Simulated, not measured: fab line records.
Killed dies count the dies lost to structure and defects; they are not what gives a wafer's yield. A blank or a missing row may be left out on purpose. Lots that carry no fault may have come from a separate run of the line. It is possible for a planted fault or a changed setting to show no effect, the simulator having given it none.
Which of the tools did it? || flow sfq_line || 42 wafers from 14 lots sampled at 2 of the route's 325 steps

## WHAT EACH GAUGE READ, for each wafer
SFQ_M2_RS_MEAS_914: measures by four-point-probe. Usual: M2_NB_RS typically reads 0.889 ohm/sq, with standard deviation 0.0083.
{"lot": "L864", "measured": "day 25 20:47", "on": "film_metro-03", "M2_NB_RS (ohm/sq)": "0.894 0.901 0.895", "flag": ""}
{"lot": "L866", "measured": "day 26 08:46", "on": "film_metro-01", "M2_NB_RS (ohm/sq)": "0.882 0.872 0.890", "flag": ""}
{"lot": "L867", "measured": "day 26 17:11", "on": "film_metro-04", "M2_NB_RS (ohm/sq)": "0.894 0.881 0.880", "flag": ""}
{"lot": "L868", "measured": "day 28 10:00", "on": "film_metro-04", "M2_NB_RS (ohm/sq)": "0.877 0.885 0.877", "flag": ""}
{"lot": "L871", "measured": "day 29 07:00", "on": "film_metro-04", "M2_NB_RS (ohm/sq)": "0.897 0.903 0.905", "flag": ""}
{"lot": "L872", "measured": "day 29 16:37", "on": "film_metro-01", "M2_NB_RS (ohm/sq)": "0.893 0.899 0.899", "flag": ""}
{"lot": "L873", "measured": "day 29 19:00", "on": "film_metro-03", "M2_NB_RS (ohm/sq)": "0.898 0.894 0.887", "flag": ""}
{"lot": "L874", "measured": "day 30 02:56", "on": "film_metro-03", "M2_NB_RS (ohm/sq)": "0.887 0.886 0.882", "flag": ""}
{"lot": "L877", "measured": "day 31 06:35", "on": "film_metro-04", "M2_NB_RS (ohm/sq)": "0.894 0.893 0.885", "flag": ""}
{"lot": "L881", "measured": "day 32 09:22", "on": "film_metro-01", "M2_NB_RS (ohm/sq)": "0.893 0.467 0.470", "flag": "OFF"}
{"lot": "L882", "measured": "day 33 02:44", "on": "film_metro-03", "M2_NB_RS (ohm/sq)": "0.898 0.881 0.471", "flag": "OFF"}
{"lot": "L885", "measured": "day 35 05:21", "on": "film_metro-03", "M2_NB_RS (ohm/sq)": "0.906 0.900 0.901", "flag": ""}
{"lot": "L886", "measured": "day 35 16:25", "on": "film_metro-01", "M2_NB_RS (ohm/sq)": "0.894 0.882 0.883", "flag": ""}
{"lot": "L887", "measured": "day 36 05:20", "on": "film_metro-04", "M2_NB_RS (ohm/sq)": "0.883 0.892 0.891", "flag": ""}

## TOOL THAT RAN EACH LOT (tool first, then ch and the chambers of the sampled wafers, then the start)
{"lot": "L864", "SFQ_TRILAYER_M2_DEP_SPUTTER_055": "pvd_sputter-04, day 25 20:40"}
{"lot": "L866", "SFQ_TRILAYER_M2_DEP_SPUTTER_055": "pvd_sputter-06, day 26 08:41"}
{"lot": "L867", "SFQ_TRILAYER_M2_DEP_SPUTTER_055": "pvd_sputter-04, day 26 17:04"}
{"lot": "L868", "SFQ_TRILAYER_M2_DEP_SPUTTER_055": "pvd_sputter-06, day 28 09:55"}
{"lot": "L871", "SFQ_TRILAYER_M2_DEP_SPUTTER_055": "pvd_sputter-03, day 29 06:55"}
{"lot": "L872", "SFQ_TRILAYER_M2_DEP_SPUTTER_055": "pvd_sputter-06, day 29 16:31"}
{"lot": "L873", "SFQ_TRILAYER_M2_DEP_SPUTTER_055": "pvd_sputter-04, day 29 18:55"}
{"lot": "L874", "SFQ_TRILAYER_M2_DEP_SPUTTER_055": "pvd_sputter-03, day 30 02:50"}
{"lot": "L877", "SFQ_TRILAYER_M2_DEP_SPUTTER_055": "pvd_sputter-04, day 31 06:27"}
{"lot": "L881", "SFQ_TRILAYER_M2_DEP_SPUTTER_055": "pvd_sputter-06, day 32 09:17"}
{"lot": "L882", "SFQ_TRILAYER_M2_DEP_SPUTTER_055": "pvd_sputter-06, day 33 02:38"}
{"lot": "L885", "SFQ_TRILAYER_M2_DEP_SPUTTER_055": "pvd_sputter-03, day 35 05:14"}
{"lot": "L886", "SFQ_TRILAYER_M2_DEP_SPUTTER_055": "pvd_sputter-06, day 35 16:20"}
{"lot": "L887", "SFQ_TRILAYER_M2_DEP_SPUTTER_055": "pvd_sputter-04, day 36 05:13"}
- SFQ_TRILAYER_M2_DEP_SPUTTER_055: material Nb, target thk 200 nm, time 133.3 s.

## AS READ BY THE TOOLS THEMSELVES (means over the sampled wafers that have a number; for cases with no such wafer, the mark the record gives instead)
SFQ_TRILAYER_M2_DEP_SPUTTER_055. Usual: chamber_pressure_pa 0.13328 Pa, standard deviation 0.00026; substrate_temp_c 19.99 C, standard deviation 0.11; throttle_valve_pct 30.0 %, standard deviation 1.
{"lot": "L864", "tool": "pvd_sputter-04", "chamber_pressure_pa (Pa)": 0.13335, "substrate_temp_c (C)": 20.07, "throttle_valve_pct (%)": 31.3, "flag": ""}
{"lot": "L866", "tool": "pvd_sputter-06", "chamber_pressure_pa (Pa)": 0.13312, "substrate_temp_c (C)": 20.06, "throttle_valve_pct (%)": 30.1, "flag": ""}
{"lot": "L867", "tool": "pvd_sputter-04", "chamber_pressure_pa (Pa)": 0.13353, "substrate_temp_c (C)": 19.90, "throttle_valve_pct (%)": 31.2, "flag": ""}
{"lot": "L868", "tool": "pvd_sputter-06", "chamber_pressure_pa (Pa)": 0.13333, "substrate_temp_c (C)": 19.95, "throttle_valve_pct (%)": 29.6, "flag": ""}
{"lot": "L871", "tool": "pvd_sputter-03", "chamber_pressure_pa (Pa)": 0.13308, "substrate_temp_c (C)": 19.97, "throttle_valve_pct (%)": 29.5, "flag": ""}
{"lot": "L872", "tool": "pvd_sputter-06", "chamber_pressure_pa (Pa)": 0.13324, "substrate_temp_c (C)": 19.96, "throttle_valve_pct (%)": 29.7, "flag": ""}
{"lot": "L873", "tool": "pvd_sputter-04", "chamber_pressure_pa (Pa)": 0.13335, "substrate_temp_c (C)": 19.98, "throttle_valve_pct (%)": 31.7, "flag": ""}
{"lot": "L874", "tool": "pvd_sputter-03", "chamber_pressure_pa (Pa)": 0.13337, "substrate_temp_c (C)": 19.94, "throttle_valve_pct (%)": 29.7, "flag": ""}
{"lot": "L877", "tool": "pvd_sputter-04", "chamber_pressure_pa (Pa)": 0.13330, "substrate_temp_c (C)": 19.89, "throttle_valve_pct (%)": 30.5, "flag": ""}
{"lot": "L881", "tool": "pvd_sputter-06", "chamber_pressure_pa (Pa)": 0.13321, "substrate_temp_c (C)": 20.02, "throttle_valve_pct (%)": 30.5, "flag": ""}
{"lot": "L882", "tool": "pvd_sputter-06", "chamber_pressure_pa (Pa)": 0.13309, "substrate_temp_c (C)": 20.02, "throttle_valve_pct (%)": 29.6, "flag": ""}
{"lot": "L885", "tool": "pvd_sputter-03", "chamber_pressure_pa (Pa)": 0.13337, "substrate_temp_c (C)": 19.99, "throttle_valve_pct (%)": 29.5, "flag": ""}
{"lot": "L886", "tool": "pvd_sputter-06", "chamber_pressure_pa (Pa)": 0.13359, "substrate_temp_c (C)": 19.94, "throttle_valve_pct (%)": 29.9, "flag": ""}
{"lot": "L887", "tool": "pvd_sputter-04", "chamber_pressure_pa (Pa)": 0.13296, "substrate_temp_c (C)": 19.99, "throttle_valve_pct (%)": 30.7, "flag": ""}

## THE ANSWER, worked out from the rows above alone
Rule: a lot counts as off when the mean over its wafers that have a number is more than 3 standard deviations away from the usual mean. A lot without any number at a reading at which 4 lots or more have one is off too. Any other lot the step has rows for is counted as sound. The gauges are gone through in route order, then the tools' own readings, and for those a lot's mean is taken as printed above. At the first step where some lot is off, the reading lying furthest off is the one used; lots without a number count as furthest.
Off: at SFQ_M2_RS_MEAS_914 (M2_NB_RS), L881, L882.
If a tool, at a process step before that reading, ran all the lots that are off and no sound lot after the first of them, it fits. The gauges at SFQ_M2_RS_MEAS_914 are tried like those tools. No candidate that was tried fits.

## WHAT THE SIMULATOR HAD INSERTED
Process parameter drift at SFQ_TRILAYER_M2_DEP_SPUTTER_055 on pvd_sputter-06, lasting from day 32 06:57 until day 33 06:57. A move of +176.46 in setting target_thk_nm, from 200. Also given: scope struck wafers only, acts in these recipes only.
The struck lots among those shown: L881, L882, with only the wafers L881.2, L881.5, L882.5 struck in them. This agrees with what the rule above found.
